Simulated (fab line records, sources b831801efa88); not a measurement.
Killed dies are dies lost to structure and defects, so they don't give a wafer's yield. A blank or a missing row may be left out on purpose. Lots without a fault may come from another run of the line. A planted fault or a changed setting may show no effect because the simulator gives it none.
Problem report in the 8D (eight disciplines) form, filled by code | flow gf180mcu | the parts of the form that need people (team, actions taken, sign-off) are left out

1. THE PROBLEM
MVPSD_RS at GF_VT_IMPLANT_RS_MEAS_49 reads a mean of 1192 ohm/sq on 6 wafers of 2 lots; wafers without a fault read 1167 ohm/sq with a standard deviation of 3.1. That is +8.1 standard deviations from the usual mean.
The step: measures by four-point-probe.
First seen on wafer L830.4, day 10 22:59, on film_metro-02. The record holds 42 wafers of 14 lots with a number at this step. Rule for "out", or "out of limits": more than 4 standard deviations from the usual mean. The other wafers with a number count as sound.

2. WHAT IT IS AND WHAT IT IS NOT
question                    | is                           | is not
which readings at this step | MVPSD_RS                     | -
which lots                  | L830, L831                   | L818, L819, L820, L821, L822, L823, L824, L834, L835, L838, L839, L840
which wafers of those lots  | all that have a number       | -
read on which gauges        | film_metro-01, film_metro-02 | film_metro-03
when                        | from day 10 22:59            | up to then (21 sound wafers); but 15 sound wafers of L834, L835, L838, L839, L840 came after

3. SUSPECTS, AND WHAT RULES EACH OUT
Counting: a tool at a process step up to the reading stays a suspect if it ran every lot that is out and no sound lot after the first of them.
- the gauge at GF_VT_IMPLANT_RS_MEAS_49: ruled out. The wafers that are out were read on 2 gauges (film_metro-01, film_metro-02).
- implanter-02 at GF_MVPSD_IMPLANT_09: kept. It ran every lot that is out, first L830 (day 8 00:00), and no sound lot after that; its last sound lot up to then is L823 (day 6 05:24).
Left after counting: implanter-02 at GF_MVPSD_IMPLANT_09.

4. THE CAUSE (what the simulator had put in)
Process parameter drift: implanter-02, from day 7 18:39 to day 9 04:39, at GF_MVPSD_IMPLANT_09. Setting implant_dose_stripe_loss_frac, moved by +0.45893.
Counting left only this tool.

5. THE CHAIN OF EFFECTS, in route order
Each row: a reading whose mean over the struck wafers that have a number lies more than 3 standard deviations from the usual. Only readings for which the record gives a usual standard deviation are gone through. hours: the time from each lot's start at the first step in this table that gives one to its start at this step, as a median over the lots. sigmas: the change in usual standard deviations.
hours | step                     | reading  | usual       | on struck wafers | change | sigmas
0     | GF_VT_IMPLANT_RS_MEAS_49 | MVPSD_RS | 1167 ohm/sq | 1192             | +25    | +8.1
Later measuring or inspecting steps at which every struck wafer that the step has a row for has a number for every such reading, and none has moved that far: GF_V4_CD_MEAS_14.

6. WHAT WOULD HAVE CAUGHT IT SOONER
In this record the first reading out of limits at a measuring or inspecting step was taken at day 10 22:59, 76 hours after the fault began at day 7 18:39.
All the lots that are out (2) had begun GF_MVPSD_IMPLANT_09 on implanter-02 by day 10 22:59. A hold on the tool at that time would have spared none of them.
